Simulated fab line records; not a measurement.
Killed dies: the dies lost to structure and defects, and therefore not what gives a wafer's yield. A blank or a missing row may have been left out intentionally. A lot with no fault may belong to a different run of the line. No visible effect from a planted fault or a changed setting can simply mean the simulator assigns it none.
Which tool was responsible? + flow gf180mcu + Sampling: 24 lots, 72 wafers, 6 of 602 route steps

## WHAT EACH GAUGE READ, for each wafer
GF_V2_BOW_MEAS_05.
| lot  | measured     | on           | V2_BOW (um) |
|------|--------------|--------------|-------------|
| L074 | day 19 23:14 | filmMetro-04 | 101 95 101  |
| L075 | day 19 23:57 | filmMetro-04 | 93 96 99    |
| L076 | day 20 11:36 | filmMetro-04 | 107 110 119 |
| L077 | day 20 18:44 | filmMetro-01 | 86 91 98    |
| L078 | day 20 23:56 | filmMetro-01 | 92 91 94    |
| L079 | day 21 02:28 | filmMetro-04 | 101 97 98   |
| L080 | day 21 16:02 | filmMetro-01 | 104 92 100  |
| L081 | day 21 23:01 | filmMetro-04 | 92 97 98    |
| L082 | day 22 11:58 | filmMetro-04 | 100 87 92   |
| L083 | day 23 06:57 | filmMetro-01 | 104 104 100 |
| L084 | day 23 09:04 | filmMetro-01 | 105 90 104  |
| L085 | day 23 14:26 | filmMetro-04 | 99 108 101  |
| L086 | day 23 23:01 | filmMetro-02 | 84 91 82    |
| L087 | day 24 08:57 | filmMetro-04 | 99 104 104  |
| L088 | day 24 15:00 | filmMetro-01 | 106 99 101  |
| L089 | day 24 17:39 | filmMetro-01 | 102 104 98  |
| L090 | day 24 23:35 | filmMetro-04 | 103 101 106 |
| L091 | day 25 10:34 | filmMetro-02 | 107 99 105  |
| L092 | day 25 14:17 | filmMetro-04 | 111 105 103 |
| L093 | day 26 06:20 | filmMetro-01 | 104 103 98  |
| L094 | day 26 07:49 | filmMetro-02 | 103 92 91   |
| L095 | day 26 15:41 | filmMetro-02 | 108 101 105 |
| L096 | day 26 21:55 | filmMetro-04 | 96 97 112   |
| L097 | day 27 03:59 | filmMetro-04 | 98 100 96   |

GF_V4_CD_MEAS_14 targets a cd of 260 nm.
| lot  | measured     | on       | cdNm (nm)         |
|------|--------------|----------|-------------------|
| L074 | day 25 00:53 | cdSem-01 | 258.7 259.6 259.1 |
| L075 | day 25 01:29 | cdSem-01 | 259.1 259.4 260.1 |
| L076 | day 25 12:53 | cdSem-02 | 260.2 260.0 259.5 |
| L077 | day 25 18:20 | cdSem-02 | 262.5 261.9 262.7 |
| L078 | day 25 22:38 | cdSem-01 | 258.6 258.3 259.0 |
| L079 | day 26 01:19 | cdSem-02 | 261.3 261.0 262.1 |
| L080 | day 26 14:16 | cdSem-02 | 261.6 260.9 260.6 |
| L081 | day 26 19:29 | cdSem-01 | 261.4 259.5 260.9 |
| L082 | day 27 06:20 | cdSem-02 | 261.1 259.8 260.6 |
| L083 | day 27 22:58 | cdSem-01 | 261.7 262.1 261.2 |
| L084 | day 28 02:02 | cdSem-02 | 259.5 260.9 258.8 |
| L085 | day 28 05:07 | cdSem-02 | 261.5 261.4 260.0 |
| L086 | day 28 12:53 | cdSem-01 | 259.5 259.1 258.4 |
| L087 | day 28 22:46 | cdSem-02 | 261.5 260.2 261.6 |
| L088 | day 29 04:34 | cdSem-01 | 258.4 257.9 257.8 |
| L089 | day 29 06:32 | cdSem-01 | 259.4 259.0 259.0 |
| L090 | day 29 12:26 | cdSem-02 | 260.5 260.8 262.0 |
| L091 | day 29 21:35 | cdSem-02 | 261.2 260.6 261.4 |
| L092 | day 30 00:43 | cdSem-02 | 261.8 261.2 261.1 |
| L093 | day 30 13:35 | cdSem-01 | 261.6 260.7 261.2 |
| L094 | day 30 16:37 | cdSem-01 | 259.5 261.0 259.9 |
| L095 | day 30 23:40 | cdSem-02 | 258.1 259.3 259.0 |
| L096 | day 31 05:41 | cdSem-02 | 261.9 260.9 260.6 |
| L097 | day 31 09:08 | cdSem-02 | 260.9 259.1 261.7 |

GF_V5_CD_MEAS_14 targets a cd of 260 nm.
| lot  | measured     | on       | cdNm (nm)         |
|------|--------------|----------|-------------------|
| L074 | day 27 18:26 | cdSem-02 | 260.5 258.9 260.5 |
| L075 | day 27 19:16 | cdSem-02 | 261.1 259.7 261.4 |
| L076 | day 28 06:11 | cdSem-01 | 261.3 259.9 259.7 |
| L077 | day 28 11:04 | cdSem-01 | 256.9 259.7 258.7 |
| L078 | day 28 15:19 | cdSem-01 | 260.0 260.3 258.6 |
| L079 | day 28 18:10 | cdSem-02 | 259.5 259.7 259.9 |
| L080 | day 29 05:47 | cdSem-02 | 262.1 262.8 261.9 |
| L081 | day 29 11:59 | cdSem-01 | 260.3 260.9 260.4 |
| L082 | day 29 22:12 | cdSem-01 | 259.5 258.2 259.9 |
| L083 | day 30 11:43 | cdSem-01 | 258.7 259.9 260.3 |
| L084 | day 30 15:40 | cdSem-02 | 260.1 259.6 259.2 |
| L085 | day 30 19:05 | cdSem-02 | 260.3 261.6 261.4 |
| L086 | day 31 01:19 | cdSem-02 | 259.3 260.5 259.3 |
| L087 | day 31 11:11 | cdSem-01 | 259.9 259.2 258.9 |
| L088 | day 31 14:45 | cdSem-01 | 260.3 260.2 260.0 |
| L089 | day 31 16:44 | cdSem-01 | 260.9 260.7 260.0 |
| L090 | day 31 23:05 | cdSem-01 | 260.0 260.1 260.4 |
| L091 | day 32 07:13 | cdSem-01 | 262.8 261.3 261.1 |
| L092 | day 32 10:25 | cdSem-02 | 258.9 258.7 259.9 |
| L093 | day 32 20:44 | cdSem-02 | 262.8 262.9 261.4 |
| L094 | day 32 23:41 | cdSem-02 | 264.3 263.1 264.1 |
| L095 | day 33 06:31 | cdSem-02 | 259.8 260.5 259.8 |
| L096 | day 33 11:41 | cdSem-02 | 260.9 261.3 259.9 |
| L097 | day 33 14:16 | cdSem-02 | 260.1 261.5 259.4 |

GF_PASSIVATION_THK_MEAS_03.
| lot  | measured     | on           | PASSIVATION_CVD_02_THK (nm) |
|------|--------------|--------------|-----------------------------|
| L074 | day 28 18:03 | filmMetro-01 | 694 705 699                 |
| L075 | day 28 18:52 | filmMetro-04 | 685 691 695                 |
| L076 | day 29 05:34 | filmMetro-01 | 693 708 698                 |
| L077 | day 29 10:20 | filmMetro-02 | 692 699 705                 |
| L078 | day 29 14:26 | filmMetro-02 | 697 708 707                 |
| L079 | day 29 16:49 | filmMetro-02 | 697 705 711                 |
| L080 | day 30 03:25 | filmMetro-02 | 696 704 703                 |
| L081 | day 30 09:54 | filmMetro-04 | 690 698 706                 |
| L082 | day 30 19:58 | filmMetro-02 | 705 709 707                 |
| L083 | day 31 08:47 | filmMetro-04 | 700 693 701                 |
| L084 | day 31 12:50 | filmMetro-04 | 699 702 715                 |
| L085 | day 31 15:28 | filmMetro-04 | 692 708 705                 |
| L086 | day 31 22:08 | filmMetro-02 | 693 707 707                 |
| L087 | day 32 07:49 | filmMetro-04 | 701 713 704                 |
| L088 | day 32 11:05 | filmMetro-01 | 696 711 706                 |
| L089 | day 32 12:31 | filmMetro-04 | 681 688 713                 |
| L090 | day 32 18:56 | filmMetro-02 | 696 690 705                 |
| L091 | day 33 02:31 | filmMetro-04 | 698 698 698                 |
| L092 | day 33 05:54 | filmMetro-02 | 699 698 701                 |
| L093 | day 33 15:12 | filmMetro-01 | 698 698 700                 |
| L094 | day 33 18:50 | filmMetro-04 | 698 702 705                 |
| L095 | day 34 01:10 | filmMetro-04 | 701 701 721                 |
| L096 | day 34 05:58 | filmMetro-02 | 704 695 710                 |
| L097 | day 34 08:05 | filmMetro-04 | 696 692 701                 |

## WHICH TOOL RAN EACH LOT (tool, then ch and the chambers of the sampled wafers, then the start)
| lot  | GF_M4_SPUTTER_02            | GF_MIM_STRIP_20                     |
|------|-----------------------------|-------------------------------------|
| L074 | pvdSputter-01, day 23 03:11 | plasmaAsher-02 ch 0,1, day 26 00:22 |
| L075 | pvdSputter-03, day 23 03:28 | plasmaAsher-03 ch 0,1, day 26 00:38 |
| L076 | pvdSputter-01, day 23 15:39 | plasmaAsher-01 ch 0,1, day 26 11:26 |
| L077 | pvdSputter-03, day 23 21:25 | plasmaAsher-02 ch 0,1, day 26 16:44 |
| L078 | pvdSputter-03, day 24 02:19 | plasmaAsher-01 ch 0,1, day 26 20:50 |
| L079 | pvdSputter-01, day 24 04:55 | plasmaAsher-02 ch 0,1, day 27 00:02 |
| L080 | pvdSputter-03, day 24 17:28 | plasmaAsher-03 ch 0,1, day 27 12:05 |
| L081 | pvdSputter-04, day 25 00:02 | plasmaAsher-03 ch 0,1, day 27 17:44 |
| L082 | pvdSputter-01, day 25 11:54 | plasmaAsher-03 ch 0,1, day 28 04:57 |
| L083 | pvdSputter-01, day 26 05:42 | plasmaAsher-03 ch 0,1, day 28 20:20 |
| L084 | pvdSputter-01, day 26 07:14 | plasmaAsher-02 ch 0,1, day 28 23:59 |
| L085 | pvdSputter-01, day 26 11:19 | plasmaAsher-02 ch 0,1, day 29 02:41 |
| L086 | pvdSputter-01, day 26 19:40 | plasmaAsher-02 ch 0,1, day 29 10:32 |
| L087 | pvdSputter-04, day 27 04:43 | plasmaAsher-03 ch 0,1, day 29 20:38 |
| L088 | pvdSputter-03, day 27 11:07 | plasmaAsher-02 ch 0,1, day 30 01:07 |
| L089 | pvdSputter-04, day 27 12:48 | plasmaAsher-03 ch 0,1, day 30 02:50 |
| L090 | pvdSputter-03, day 27 18:38 | plasmaAsher-02 ch 0,1, day 30 09:38 |
| L091 | pvdSputter-03, day 28 04:39 | plasmaAsher-01 ch 0,1, day 30 18:10 |
| L092 | pvdSputter-04, day 28 08:39 | plasmaAsher-03 ch 0,1, day 30 21:11 |
| L093 | pvdSputter-04, day 28 22:32 | plasmaAsher-02 ch 0,1, day 31 09:14 |
| L094 | pvdSputter-01, day 29 02:15 | plasmaAsher-03 ch 0,1, day 31 12:29 |
| L095 | pvdSputter-01, day 29 09:12 | plasmaAsher-03 ch 0,1, day 31 19:46 |
| L096 | pvdSputter-03, day 29 15:28 | plasmaAsher-02 ch 0,1, day 32 00:49 |
| L097 | pvdSputter-01, day 29 19:35 | plasmaAsher-03 ch 0,1, day 32 04:20 |
- GF_M4_SPUTTER_02: material AlCu, target thk 450 nm, time 23.9 s.
- GF_MIM_STRIP_20: strips in O2/N2.

## AS READ BY THE TOOLS THEMSELVES (means over the sampled wafers that have a number; for cases with no such wafer, the mark the record gives instead)
GF_M4_SPUTTER_02.
| lot  | tool          | cathodeDcPowerW (W) | throttleValvePct (%) |
|------|---------------|---------------------|----------------------|
| L074 | pvdSputter-01 | 10601               | 29.9                 |
| L075 | pvdSputter-03 | 10599               | 31.1                 |
| L076 | pvdSputter-01 | 10601               | 29.7                 |
| L077 | pvdSputter-03 | 10598               | 30.4                 |
| L078 | pvdSputter-03 | 10602               | 30.9                 |
| L079 | pvdSputter-01 | 10600               | 29.6                 |
| L080 | pvdSputter-03 | 10602               | 31.1                 |
| L081 | pvdSputter-04 | 10603               | 30.9                 |
| L082 | pvdSputter-01 | 10601               | 29.5                 |
| L083 | pvdSputter-01 | 10598               | 29.3                 |
| L084 | pvdSputter-01 | 10598               | 29.8                 |
| L085 | pvdSputter-01 | 10599               | 29.6                 |
| L086 | pvdSputter-01 | 10599               | 29.9                 |
| L087 | pvdSputter-04 | 10601               | 31.0                 |
| L088 | pvdSputter-03 | 10601               | 30.9                 |
| L089 | pvdSputter-04 | 10601               | 31.0                 |
| L090 | pvdSputter-03 | 10601               | 30.5                 |
| L091 | pvdSputter-03 | 10600               | 30.6                 |
| L092 | pvdSputter-04 | 10600               | 31.3                 |
| L093 | pvdSputter-04 | 10602               | 31.2                 |
| L094 | pvdSputter-01 | 10600               | 29.6                 |
| L095 | pvdSputter-01 | 10600               | 29.6                 |
| L096 | pvdSputter-03 | 10603               | 30.4                 |
| L097 | pvdSputter-01 | 10599               | 29.7                 |

GF_MIM_STRIP_20.
| lot  | tool           | drypumpMotorCurrentA (A) | heaterPowerW (W) | oesProductAu (a.u.) | stripTimeToEndpointS (s) |
|------|----------------|--------------------------|------------------|---------------------|--------------------------|
| L074 | plasmaAsher-02 | 4.8                      | 355              | 0.698               | 11.25                    |
| L075 | plasmaAsher-03 | 5.7                      | 319              | 0.690               | 11.16                    |
| L076 | plasmaAsher-01 | 5.8                      | 357              | 0.689               | 11.24                    |
| L077 | plasmaAsher-02 | 5.0                      | 353              | 0.693               | 11.21                    |
| L078 | plasmaAsher-01 | 5.8                      | 354              | 0.692               | 11.22                    |
| L079 | plasmaAsher-02 | 4.8                      | 349              | 0.691               | 11.19                    |
| L080 | plasmaAsher-03 | 6.0                      | 313              | 0.690               | 11.23                    |
| L081 | plasmaAsher-03 | 6.0                      | 315              | 0.691               | 11.19                    |
| L082 | plasmaAsher-03 | 5.7                      | 321              | 0.700               | 11.26                    |
| L083 | plasmaAsher-03 | 5.7                      | 322              | 0.693               | 11.25                    |
| L084 | plasmaAsher-02 | 5.0                      | 351              | 0.692               | 11.25                    |
| L085 | plasmaAsher-02 | 5.0                      | 352              | 0.693               | 11.26                    |
| L086 | plasmaAsher-02 | 4.9                      | 356              | 0.696               | 11.28                    |
| L087 | plasmaAsher-03 | 6.0                      | 316              | 0.690               | 11.23                    |
| L088 | plasmaAsher-02 | 4.9                      | 348              | 0.687               | 11.14                    |
| L089 | plasmaAsher-03 | 6.0                      | 323              | 0.692               | 11.25                    |
| L090 | plasmaAsher-02 | 4.8                      | 353              | 0.689               | 11.21                    |
| L091 | plasmaAsher-01 | 5.4                      | 366              | 0.695               | 11.21                    |
| L092 | plasmaAsher-03 | 5.7                      | 319              | 0.686               | 11.18                    |
| L093 | plasmaAsher-02 | 4.8                      | 347              | 0.692               | 11.26                    |
| L094 | plasmaAsher-03 | 5.7                      | 320              | 0.692               | 11.19                    |
| L095 | plasmaAsher-03 | 5.7                      | 327              | 0.690               | 11.11                    |
| L096 | plasmaAsher-02 | 4.9                      | 350              | 0.691               | 11.17                    |
| L097 | plasmaAsher-03 | 5.7                      | 322              | 0.689               | 11.19                    |

## THE ANSWER, worked out from the rows above alone
Rule: usual is defined by the lots themselves. Put in order of their means at a reading, lots are off if they are a third of the lots or fewer, leave a main group of 4 or more, and stand apart from it by a gap of 3 or more times the standard deviation of the main group's means; of several such gaps the widest counts. A main group whose means are all the same, to the digits that the tables above print for the reading, isn't used. A lot without any number at a reading at which 4 lots or more have one is off too. Where the step has rows for the other lots, those lots are counted as sound. After the gauges, taken in route order, come the tools' own readings; for these a lot's mean is taken, as printed above. The first step at which some lot is off is used, and at that step the reading that is off furthest; a lot without a number counts as furthest.
No lot is off at any reading shown: from this, nothing can be told.

## WHAT WAS PUT IN BY THE SIMULATOR
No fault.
